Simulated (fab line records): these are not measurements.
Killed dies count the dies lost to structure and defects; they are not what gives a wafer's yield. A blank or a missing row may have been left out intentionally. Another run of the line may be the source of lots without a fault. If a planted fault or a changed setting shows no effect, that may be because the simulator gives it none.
fab line records :: flow sky130 :: part 2 of 2: steps 25 to 33 of 33
record:
  lots: 5
  wafers: 15
  last_day: 49
route steps=708 shown RES_XHIGH@340 SD_N@342 SD_P@359 SALICIDE@361 LI_CONTACT@362
lots untouched by any fault: they come from a run of this same line in which no faults occurred
start_h: hours from the record's first day to the start of the lot's first wafer shown :: wait_h: hours elapsed since this lot's preceding step :: " as in the row above :: L1.1+2: several wafers, shown together as one row :: - no value, or no start was given :: * or withheld: withheld :: < > ~ a bound
route shown NAME@n: a module of which the file shows steps, and the number in the route of the first :: usual: average and standard deviation across the fault-free wafers :: same: alike in all rows :: chamber/n: place in a boat :: sites: readings site by site :: _std_site: standard deviation across them :: _edge_site: outer sites' mean less inner sites' :: radius_mm: for every site, how far away it sits from the centre of the wafer :: mask NAME#n: copy n :: behind: tool/chamber where the wafer was last shaped :: hold: cause of the lot's hold/its duration in hours/its outcome :: device: names the non-switching transistor (n, p or np) :: end of line: at the end of the route, the tests of the same wafers :: a step given without rows: its recipe and nothing more :: killed: count of dies lost to structure and defects at first sort (not the wafer's yield) :: map: dies across one wafer; x = killed, . = not, _ = none there
set.NAME: the setting as run; set.NAME@STEP: as run at that earlier step :: model.NAME: the simulator's own value behind a step, which no gauge read
lots at some steps of the route; a table a step, a row a wafer
services: when a tool's chamber went out of use (start_h, in hours from the record's first day, below 0 if earlier), for how many hours, and the reason
== steps ==
step: SKY_LI_CONTACT_BOW_MEAS_03
recipe:
  mode: bow
usual:
  LI_CONTACT_BOW: 55/7.2
lot.wafer: L075.4
tool: film_metro-02
chamber: -
start_h: 643.50
wait_h: 0.3
LI_CONTACT_BOW[um]: 62

lot.wafer: L075.5
tool: film_metro-02
chamber: -
start_h: 643.50
wait_h: 0.3
LI_CONTACT_BOW[um]: 57

lot.wafer: L075.6
tool: film_metro-02
chamber: -
start_h: 643.50
wait_h: 0.3
LI_CONTACT_BOW[um]: 63

lot.wafer: L082.2
tool: film_metro-03
chamber: -
start_h: 728.04
wait_h: 0.1
LI_CONTACT_BOW[um]: 52

lot.wafer: L082.3
tool: film_metro-03
chamber: -
start_h: 728.04
wait_h: 0.1
LI_CONTACT_BOW[um]: 51

lot.wafer: L082.5
tool: film_metro-03
chamber: -
start_h: 728.04
wait_h: 0.1
LI_CONTACT_BOW[um]: 55

lot.wafer: L088.1
tool: film_metro-03
chamber: -
start_h: 758.99
wait_h: 0.1
LI_CONTACT_BOW[um]: 61

lot.wafer: L088.4
tool: film_metro-03
chamber: -
start_h: 758.99
wait_h: 0.1
LI_CONTACT_BOW[um]: 54

lot.wafer: L088.5
tool: film_metro-03
chamber: -
start_h: 758.99
wait_h: 0.1
LI_CONTACT_BOW[um]: 57

lot.wafer: L090.2
tool: film_metro-02
chamber: -
start_h: 776.18
wait_h: 0.1
LI_CONTACT_BOW[um]: 44

lot.wafer: L090.4
tool: film_metro-02
chamber: -
start_h: 776.18
wait_h: 0.1
LI_CONTACT_BOW[um]: 49

lot.wafer: L090.6
tool: film_metro-02
chamber: -
start_h: 776.18
wait_h: 0.1
LI_CONTACT_BOW[um]: 44

lot.wafer: L095.1
tool: film_metro-02
chamber: -
start_h: 809.54
wait_h: 0.1
LI_CONTACT_BOW[um]: 61

lot.wafer: L095.3
tool: film_metro-02
chamber: -
start_h: 809.54
wait_h: 0.1
LI_CONTACT_BOW[um]: 58

lot.wafer: L095.6
tool: film_metro-02
chamber: -
start_h: 809.54
wait_h: 0.1
LI_CONTACT_BOW[um]: 56
step: SKY_LI_CONTACT_DEHYDRATE_04
recipe:
  temp_c: 200
  time_s: 60
usual:
  chill_plate_temp_C: 23.01/0.11
  exhaust_pa: 45.1/0.78
same:
  time_s: 60
lot.wafer: L075.4
tool: litho_track-02
chamber: 0
start_h: 657.23
wait_h: 13.7
chill_plate_temp_C: 22.95
exhaust_pa: 44.2

lot.wafer: L075.5
tool: litho_track-02
chamber: 0
start_h: 657.23
wait_h: 13.7
chill_plate_temp_C: 22.89
exhaust_pa: 44.4

lot.wafer: L075.6
tool: litho_track-02
chamber: 0
start_h: 657.23
wait_h: 13.7
chill_plate_temp_C: 22.94
exhaust_pa: 44.4

lot.wafer: L082.2
tool: litho_track-03
chamber: 0
start_h: 741.14
wait_h: 13.1
chill_plate_temp_C: 22.80
exhaust_pa: 45.9

lot.wafer: L082.3
tool: litho_track-03
chamber: 0
start_h: 741.14
wait_h: 13.1
chill_plate_temp_C: 22.87
exhaust_pa: 45.3

lot.wafer: L082.5
tool: litho_track-03
chamber: 0
start_h: 741.14
wait_h: 13.1
chill_plate_temp_C: 22.91
exhaust_pa: 45.7

lot.wafer: L088.1
tool: litho_track-03
chamber: 0
start_h: 771.96
wait_h: 13.0
chill_plate_temp_C: 22.93
exhaust_pa: 46.4

lot.wafer: L088.4
tool: litho_track-03
chamber: 0
start_h: 771.96
wait_h: 13.0
chill_plate_temp_C: 22.82
exhaust_pa: 46.0

lot.wafer: L088.5
tool: litho_track-03
chamber: 0
start_h: 771.96
wait_h: 13.0
chill_plate_temp_C: 23.01
exhaust_pa: 45.9

lot.wafer: L090.2
tool: litho_track-01
chamber: 0
start_h: 789.23
wait_h: 13.0
chill_plate_temp_C: 22.90
exhaust_pa: 46.4

lot.wafer: L090.4
tool: litho_track-01
chamber: 0
start_h: 789.23
wait_h: 13.0
chill_plate_temp_C: 22.77
exhaust_pa: 44.8

lot.wafer: L090.6
tool: litho_track-01
chamber: 0
start_h: 789.23
wait_h: 13.0
chill_plate_temp_C: 22.86
exhaust_pa: 45.3

lot.wafer: L095.1
tool: litho_track-03
chamber: 0
start_h: 822.71
wait_h: 13.2
chill_plate_temp_C: 23.09
exhaust_pa: 45.2

lot.wafer: L095.3
tool: litho_track-03
chamber: 0
start_h: 822.71
wait_h: 13.2
chill_plate_temp_C: 23.14
exhaust_pa: 44.8

lot.wafer: L095.6
tool: litho_track-03
chamber: 0
start_h: 822.71
wait_h: 13.2
chill_plate_temp_C: 23.11
exhaust_pa: 45.9
step: SKY_LI_CONTACT_HMDS_05
recipe:
  prime_time_s: 60
  prime_temp_c: 120
usual:
  chill_plate_temp_C: 22.99/0.12
  exhaust_pa: 45.2/0.92
lot.wafer: L075.4
tool: litho_track-02
chamber: 0
start_h: 657.38
wait_h: 0.1
chill_plate_temp_C: 22.99
exhaust_pa: 45.1

lot.wafer: L075.5
tool: litho_track-02
chamber: 0
start_h: 657.38
wait_h: 0.1
chill_plate_temp_C: 23.18
exhaust_pa: 46.6

lot.wafer: L075.6
tool: litho_track-02
chamber: 0
start_h: 657.38
wait_h: 0.1
chill_plate_temp_C: 23.22
exhaust_pa: 45.7

lot.wafer: L082.2
tool: litho_track-03
chamber: 0
start_h: 741.29
wait_h: 0.1
chill_plate_temp_C: 22.96
exhaust_pa: 45.3

lot.wafer: L082.3
tool: litho_track-03
chamber: 0
start_h: 741.29
wait_h: 0.1
chill_plate_temp_C: 23.01
exhaust_pa: 45.1

lot.wafer: L082.5
tool: litho_track-03
chamber: 0
start_h: 741.29
wait_h: 0.1
chill_plate_temp_C: 23.02
exhaust_pa: 46.6

lot.wafer: L088.1
tool: litho_track-03
chamber: 0
start_h: 772.11
wait_h: 0.1
chill_plate_temp_C: 22.89
exhaust_pa: 44.7

lot.wafer: L088.4
tool: litho_track-03
chamber: 0
start_h: 772.11
wait_h: 0.1
chill_plate_temp_C: 22.99
exhaust_pa: 44.9

lot.wafer: L088.5
tool: litho_track-03
chamber: 0
start_h: 772.11
wait_h: 0.1
chill_plate_temp_C: 22.97
exhaust_pa: 45.5

lot.wafer: L090.2
tool: litho_track-01
chamber: 0
start_h: 789.38
wait_h: 0.1
chill_plate_temp_C: 22.86
exhaust_pa: 45.3

lot.wafer: L090.4
tool: litho_track-01
chamber: 0
start_h: 789.38
wait_h: 0.1
chill_plate_temp_C: 23.02
exhaust_pa: 45.7

lot.wafer: L090.6
tool: litho_track-01
chamber: 0
start_h: 789.38
wait_h: 0.1
chill_plate_temp_C: 23.14
exhaust_pa: 45.4

lot.wafer: L095.1
tool: litho_track-03
chamber: 0
start_h: 822.86
wait_h: 0.1
chill_plate_temp_C: 22.95
exhaust_pa: 45.4

lot.wafer: L095.3
tool: litho_track-03
chamber: 0
start_h: 822.86
wait_h: 0.1
chill_plate_temp_C: 22.93
exhaust_pa: 44.8

lot.wafer: L095.6
tool: litho_track-03
chamber: 0
start_h: 822.86
wait_h: 0.1
chill_plate_temp_C: 22.94
exhaust_pa: 45.2
step: SKY_LI_CONTACT_COAT_06
recipe:
  resist: BARC
  temp_c: withheld
  time_s: withheld
  spin_rpm: 3000
  resist_thk_nm: 60
usual:
  chill_plate_temp_C: *
  exhaust_pa: 45.2/0.91
lot.wafer: L075.4
tool: litho_track-02
chamber: 0
start_h: 657.53
wait_h: 0.1
chill_plate_temp_C: *
exhaust_pa: 47.2

lot.wafer: L075.5
tool: litho_track-02
chamber: 0
start_h: 657.53
wait_h: 0.1
chill_plate_temp_C: *
exhaust_pa: 47.2

lot.wafer: L075.6
tool: litho_track-02
chamber: 0
start_h: 657.53
wait_h: 0.1
chill_plate_temp_C: *
exhaust_pa: 45.2

lot.wafer: L082.2
tool: litho_track-03
chamber: 0
start_h: 741.44
wait_h: 0.1
chill_plate_temp_C: *
exhaust_pa: 46.0

lot.wafer: L082.3
tool: litho_track-03
chamber: 0
start_h: 741.44
wait_h: 0.1
chill_plate_temp_C: *
exhaust_pa: 45.2

lot.wafer: L082.5
tool: litho_track-03
chamber: 0
start_h: 741.44
wait_h: 0.1
chill_plate_temp_C: *
exhaust_pa: 43.8

lot.wafer: L088.1
tool: litho_track-03
chamber: 0
start_h: 772.26
wait_h: 0.1
chill_plate_temp_C: *
exhaust_pa: 44.7

lot.wafer: L088.4
tool: litho_track-03
chamber: 0
start_h: 772.26
wait_h: 0.1
chill_plate_temp_C: *
exhaust_pa: 43.5

lot.wafer: L088.5
tool: litho_track-03
chamber: 0
start_h: 772.26
wait_h: 0.1
chill_plate_temp_C: *
exhaust_pa: 45.4

lot.wafer: L090.2
tool: litho_track-01
chamber: 0
start_h: 789.53
wait_h: 0.1
chill_plate_temp_C: *
exhaust_pa: 45.5

lot.wafer: L090.4
tool: litho_track-01
chamber: 0
start_h: 789.53
wait_h: 0.1
chill_plate_temp_C: *
exhaust_pa: 45.8

lot.wafer: L090.6
tool: litho_track-01
chamber: 0
start_h: 789.53
wait_h: 0.1
chill_plate_temp_C: *
exhaust_pa: 45.6

lot.wafer: L095.1
tool: litho_track-03
chamber: 0
start_h: 823.01
wait_h: 0.1
chill_plate_temp_C: *
exhaust_pa: 44.4

lot.wafer: L095.3
tool: litho_track-03
chamber: 0
start_h: 823.01
wait_h: 0.1
chill_plate_temp_C: *
exhaust_pa: 45.0

lot.wafer: L095.6
tool: litho_track-03
chamber: 0
start_h: 823.01
wait_h: 0.1
chill_plate_temp_C: *
exhaust_pa: 44.7
step: SKY_LI_CONTACT_COAT_07
recipe:
  resist: KrF-thick
  spin_rpm: 3000
  resist_thk_nm: 450
usual:
  chill_plate_temp_C: 22.99/0.11
  exhaust_pa: 45.0/1
lot.wafer: L075.4
tool: litho_track-02
chamber: 0
start_h: -
wait_h: -
chill_plate_temp_C: 23.09
exhaust_pa: 44.2

lot.wafer: L075.5
tool: litho_track-02
chamber: 0
start_h: -
wait_h: -
chill_plate_temp_C: 22.87
exhaust_pa: 44.4

lot.wafer: L075.6
tool: litho_track-02
chamber: 0
start_h: -
wait_h: -
chill_plate_temp_C: 23.05
exhaust_pa: 44.0

lot.wafer: L082.2
tool: litho_track-03
chamber: 0
start_h: -
wait_h: -
chill_plate_temp_C: 22.99
exhaust_pa: 44.1

lot.wafer: L082.3
tool: litho_track-03
chamber: 0
start_h: -
wait_h: -
chill_plate_temp_C: 23.19
exhaust_pa: 45.2

lot.wafer: L082.5
tool: litho_track-03
chamber: 0
start_h: -
wait_h: -
chill_plate_temp_C: 23.08
exhaust_pa: 45.2

lot.wafer: L088.1
tool: litho_track-03
chamber: 0
start_h: -
wait_h: -
chill_plate_temp_C: 23.02
exhaust_pa: 44.8

lot.wafer: L088.4
tool: litho_track-03
chamber: 0
start_h: -
wait_h: -
chill_plate_temp_C: 22.97
exhaust_pa: 44.8

lot.wafer: L088.5
tool: litho_track-03
chamber: 0
start_h: -
wait_h: -
chill_plate_temp_C: 22.96
exhaust_pa: 44.8

lot.wafer: L090.2
tool: litho_track-01
chamber: 0
start_h: -
wait_h: -
chill_plate_temp_C: 22.99
exhaust_pa: 44.3

lot.wafer: L090.4
tool: litho_track-01
chamber: 0
start_h: -
wait_h: -
chill_plate_temp_C: 23.08
exhaust_pa: 44.8

lot.wafer: L090.6
tool: litho_track-01
chamber: 0
start_h: -
wait_h: -
chill_plate_temp_C: 22.97
exhaust_pa: 44.1

lot.wafer: L095.1
tool: litho_track-03
chamber: 0
start_h: -
wait_h: -
chill_plate_temp_C: 22.93
exhaust_pa: 45.1

lot.wafer: L095.3
tool: litho_track-03
chamber: 0
start_h: -
wait_h: -
chill_plate_temp_C: 22.89
exhaust_pa: 44.1

lot.wafer: L095.6
tool: litho_track-03
chamber: 0
start_h: -
wait_h: -
chill_plate_temp_C: 22.99
exhaust_pa: 45.4
step: SKY_LI_CONTACT_SOFTBAKE_08
recipe:
  temp_c: 100
  time_s: 90
  resist: KrF-thick
usual:
  chill_plate_temp_C: 23.00/0.11
  exhaust_pa: 45.0/0.81
same:
  time_s: 90
lot.wafer: L075.4
tool: litho_track-02
chamber: 0
start_h: -
wait_h: -
chill_plate_temp_C: 23.17
exhaust_pa: 45.4

lot.wafer: L075.5
tool: litho_track-02
chamber: 0
start_h: -
wait_h: -
chill_plate_temp_C: 23.16
exhaust_pa: 46.1

lot.wafer: L075.6
tool: litho_track-02
chamber: 0
start_h: -
wait_h: -
chill_plate_temp_C: 23.12
exhaust_pa: 45.1

lot.wafer: L082.2
tool: litho_track-03
chamber: 0
start_h: -
wait_h: -
chill_plate_temp_C: 22.98
exhaust_pa: 44.8

lot.wafer: L082.3
tool: litho_track-03
chamber: 0
start_h: -
wait_h: -
chill_plate_temp_C: 22.99
exhaust_pa: 44.6

lot.wafer: L082.5
tool: litho_track-03
chamber: 0
start_h: -
wait_h: -
chill_plate_temp_C: 22.97
exhaust_pa: 44.0

lot.wafer: L088.1
tool: litho_track-03
chamber: 0
start_h: -
wait_h: -
chill_plate_temp_C: 22.96
exhaust_pa: 45.9

lot.wafer: L088.4
tool: litho_track-03
chamber: 0
start_h: -
wait_h: -
chill_plate_temp_C: 23.01
exhaust_pa: 46.3

lot.wafer: L088.5
tool: litho_track-03
chamber: 0
start_h: -
wait_h: -
chill_plate_temp_C: 22.97
exhaust_pa: 45.0

lot.wafer: L090.2
tool: litho_track-01
chamber: 0
start_h: -
wait_h: -
chill_plate_temp_C: 23.09
exhaust_pa: 44.6

lot.wafer: L090.4
tool: litho_track-01
chamber: 0
start_h: -
wait_h: -
chill_plate_temp_C: 22.91
exhaust_pa: 44.8

lot.wafer: L090.6
tool: litho_track-01
chamber: 0
start_h: -
wait_h: -
chill_plate_temp_C: 23.19
exhaust_pa: 44.9

lot.wafer: L095.1
tool: litho_track-03
chamber: 0
start_h: -
wait_h: -
chill_plate_temp_C: 23.02
exhaust_pa: 46.2

lot.wafer: L095.3
tool: litho_track-03
chamber: 0
start_h: -
wait_h: -
chill_plate_temp_C: 23.04
exhaust_pa: 45.7

lot.wafer: L095.6
tool: litho_track-03
chamber: 0
start_h: -
wait_h: -
chill_plate_temp_C: 23.07
exhaust_pa: 46.8
step: SKY_LI_CONTACT_EXPOSE_09
recipe:
  mask_id: LICM1
  na: 0.8
  source_shape: annular
  sigma_inner: 0.55
  sigma_outer: 0.85
  target_cd_nm: 170
  dose_mj: 38
lot.wafer: L075.4+5+6
tool: krf_scanner-01
chamber: 0
start_h: -
wait_h: -
mask: LICM1#0

lot.wafer: L082.2+3+5
tool: krf_scanner-02
chamber: 0
start_h: -
wait_h: -
mask: LICM1#0

lot.wafer: L088.1+4+5
tool: krf_scanner-01
chamber: 0
start_h: -
wait_h: -
mask: LICM1#0

lot.wafer: L090.2+4+6
tool: krf_scanner-01
chamber: 0
start_h: -
wait_h: -
mask: LICM1#0

lot.wafer: L095.1+3+6
tool: krf_scanner-02
chamber: 0
start_h: -
wait_h: -
mask: LICM1#0
step: SKY_LI_CONTACT_PEB_10
recipe:
  peb_temp_c: withheld
  peb_time_s: withheld
  resist: KrF-thick
usual:
  chill_plate_temp_C: *
  exhaust_pa: 44.9/0.8
lot.wafer: L075.4
tool: litho_track-03
chamber: 0
start_h: -
wait_h: -
chill_plate_temp_C: *
exhaust_pa: 43.0

lot.wafer: L075.5
tool: litho_track-03
chamber: 0
start_h: -
wait_h: -
chill_plate_temp_C: *
exhaust_pa: 44.6

lot.wafer: L075.6
tool: litho_track-03
chamber: 0
start_h: -
wait_h: -
chill_plate_temp_C: *
exhaust_pa: 44.1

lot.wafer: L082.2
tool: litho_track-01
chamber: 0
start_h: -
wait_h: -
chill_plate_temp_C: *
exhaust_pa: 42.7

lot.wafer: L082.3
tool: litho_track-01
chamber: 0
start_h: -
wait_h: -
chill_plate_temp_C: *
exhaust_pa: 43.9

lot.wafer: L082.5
tool: litho_track-01
chamber: 0
start_h: -
wait_h: -
chill_plate_temp_C: *
exhaust_pa: 44.8

lot.wafer: L088.1
tool: litho_track-01
chamber: 0
start_h: -
wait_h: -
chill_plate_temp_C: *
exhaust_pa: 43.9

lot.wafer: L088.4
tool: litho_track-01
chamber: 0
start_h: -
wait_h: -
chill_plate_temp_C: *
exhaust_pa: 44.7

lot.wafer: L088.5
tool: litho_track-01
chamber: 0
start_h: -
wait_h: -
chill_plate_temp_C: *
exhaust_pa: 44.5

lot.wafer: L090.2
tool: litho_track-02
chamber: 0
start_h: -
wait_h: -
chill_plate_temp_C: *
exhaust_pa: 44.9

lot.wafer: L090.4
tool: litho_track-02
chamber: 0
start_h: -
wait_h: -
chill_plate_temp_C: *
exhaust_pa: 45.3

lot.wafer: L090.6
tool: litho_track-02
chamber: 0
start_h: -
wait_h: -
chill_plate_temp_C: *
exhaust_pa: 44.5

lot.wafer: L095.1
tool: litho_track-02
chamber: 0
start_h: -
wait_h: -
chill_plate_temp_C: *
exhaust_pa: 44.4

lot.wafer: L095.3
tool: litho_track-02
chamber: 0
start_h: -
wait_h: -
chill_plate_temp_C: *
exhaust_pa: 45.2

lot.wafer: L095.6
tool: litho_track-02
chamber: 0
start_h: -
wait_h: -
chill_plate_temp_C: *
exhaust_pa: 44.9
step: SKY_LI_CONTACT_DEVELOP_11
recipe:
  develop_time_s: 60
  resist: KrF-thick
  dev_temp_c: 21
usual:
  chill_plate_temp_C: 23.01/0.1
  developer_temp_C: 20.99/0.1
  exhaust_pa: 45.0/0.89
lot.wafer: L075.4
tool: litho_track-03
chamber: 0
start_h: -
wait_h: -
chill_plate_temp_C: 22.97
developer_temp_C: 20.83
exhaust_pa: 43.9

lot.wafer: L075.5
tool: litho_track-03
chamber: 0
start_h: -
wait_h: -
chill_plate_temp_C: 23.08
developer_temp_C: 20.86
exhaust_pa: 44.1

lot.wafer: L075.6
tool: litho_track-03
chamber: 0
start_h: -
wait_h: -
chill_plate_temp_C: 23.04
developer_temp_C: 20.86
exhaust_pa: 46.0

lot.wafer: L082.2
tool: litho_track-01
chamber: 0
start_h: -
wait_h: -
chill_plate_temp_C: 22.89
developer_temp_C: 21.02
exhaust_pa: 43.2

lot.wafer: L082.3
tool: litho_track-01
chamber: 0
start_h: -
wait_h: -
chill_plate_temp_C: 22.82
developer_temp_C: 20.93
exhaust_pa: 44.4

lot.wafer: L082.5
tool: litho_track-01
chamber: 0
start_h: -
wait_h: -
chill_plate_temp_C: 22.93
developer_temp_C: 21.00
exhaust_pa: 44.5

lot.wafer: L088.1
tool: litho_track-01
chamber: 0
start_h: -
wait_h: -
chill_plate_temp_C: 23.03
developer_temp_C: 21.13
exhaust_pa: 43.2

lot.wafer: L088.4
tool: litho_track-01
chamber: 0
start_h: -
wait_h: -
chill_plate_temp_C: 22.99
developer_temp_C: 21.02
exhaust_pa: 45.2

lot.wafer: L088.5
tool: litho_track-01
chamber: 0
start_h: -
wait_h: -
chill_plate_temp_C: 22.97
developer_temp_C: 21.06
exhaust_pa: 46.1

lot.wafer: L090.2
tool: litho_track-02
chamber: 0
start_h: -
wait_h: -
chill_plate_temp_C: 23.05
developer_temp_C: 20.94
exhaust_pa: 45.1

lot.wafer: L090.4
tool: litho_track-02
chamber: 0
start_h: -
wait_h: -
chill_plate_temp_C: 23.10
developer_temp_C: 21.03
exhaust_pa: 45.1

lot.wafer: L090.6
tool: litho_track-02
chamber: 0
start_h: -
wait_h: -
chill_plate_temp_C: 23.14
developer_temp_C: 20.88
exhaust_pa: 46.4

lot.wafer: L095.1
tool: litho_track-02
chamber: 0
start_h: -
wait_h: -
chill_plate_temp_C: 22.87
developer_temp_C: 21.01
exhaust_pa: 45.8

lot.wafer: L095.3
tool: litho_track-02
chamber: 0
start_h: -
wait_h: -
chill_plate_temp_C: 22.87
developer_temp_C: 20.99
exhaust_pa: 44.4

lot.wafer: L095.6
tool: litho_track-02
chamber: 0
start_h: -
wait_h: -
chill_plate_temp_C: 23.13
developer_temp_C: 21.04
exhaust_pa: 44.9
== services ==
tool: krf_scanner-01
chamber: -
start_h: 597.86
hours: 1.7
kind: repair

tool: cmp-01
chamber: -
start_h: 599.06
hours: 1.0
kind: repair

tool: cmp-01
chamber: -
start_h: 612.01
hours: 4.2
kind: repair

tool: hdpcvd-01
chamber: -
start_h: 618.96
hours: 0.5
kind: repair

tool: cmp-01
chamber: -
start_h: 630.68
hours: 2.4
kind: repair

tool: krf_scanner-01
chamber: -
start_h: 642.13
hours: 0.8
kind: pm

tool: hdpcvd-01
chamber: -
start_h: 652.79
hours: 0.4
kind: repair

tool: implanter-01
chamber: -
start_h: 686.43
hours: 4.6
kind: pm

tool: krf_scanner-01
chamber: -
start_h: 686.47
hours: 1.3
kind: pm

tool: krf_scanner-01
chamber: -
start_h: 688.06
hours: 1.3
kind: repair

tool: cmp-01
chamber: -
start_h: 710.58
hours: 2.5
kind: repair

tool: iline_stepper-02
chamber: -
start_h: 711.03
hours: 4.3
kind: pm

tool: hdpcvd-01
chamber: 2
start_h: 713.72
hours: 8.8
kind: repair

tool: implanter-01
chamber: -
start_h: 723.38
hours: 2.3
kind: repair

tool: krf_scanner-01
chamber: -
start_h: 726.29
hours: 1.0
kind: pm

tool: plasma_asher-01
chamber: -
start_h: 733.75
hours: 9.0
kind: pm

tool: cmp-01
chamber: -
start_h: 734.24
hours: 0.6
kind: repair

tool: krf_scanner-01
chamber: -
start_h: 735.63
hours: 3.6
kind: pm

tool: wet_bench-02
chamber: -
start_h: 752.03
hours: 4.4
kind: pm

tool: plasma_asher-01
chamber: -
start_h: 765.42
hours: 0.5
kind: repair

tool: hdpcvd-01
chamber: -
start_h: 772.36
hours: 0.7
kind: repair

tool: cmp-01
chamber: -
start_h: 776.88
hours: 5.4
kind: pm

tool: iline_stepper-02
chamber: -
start_h: 791.49
hours: 1.7
kind: pm

tool: implanter-01
chamber: -
start_h: 821.81
hours: 22.0
kind: pm
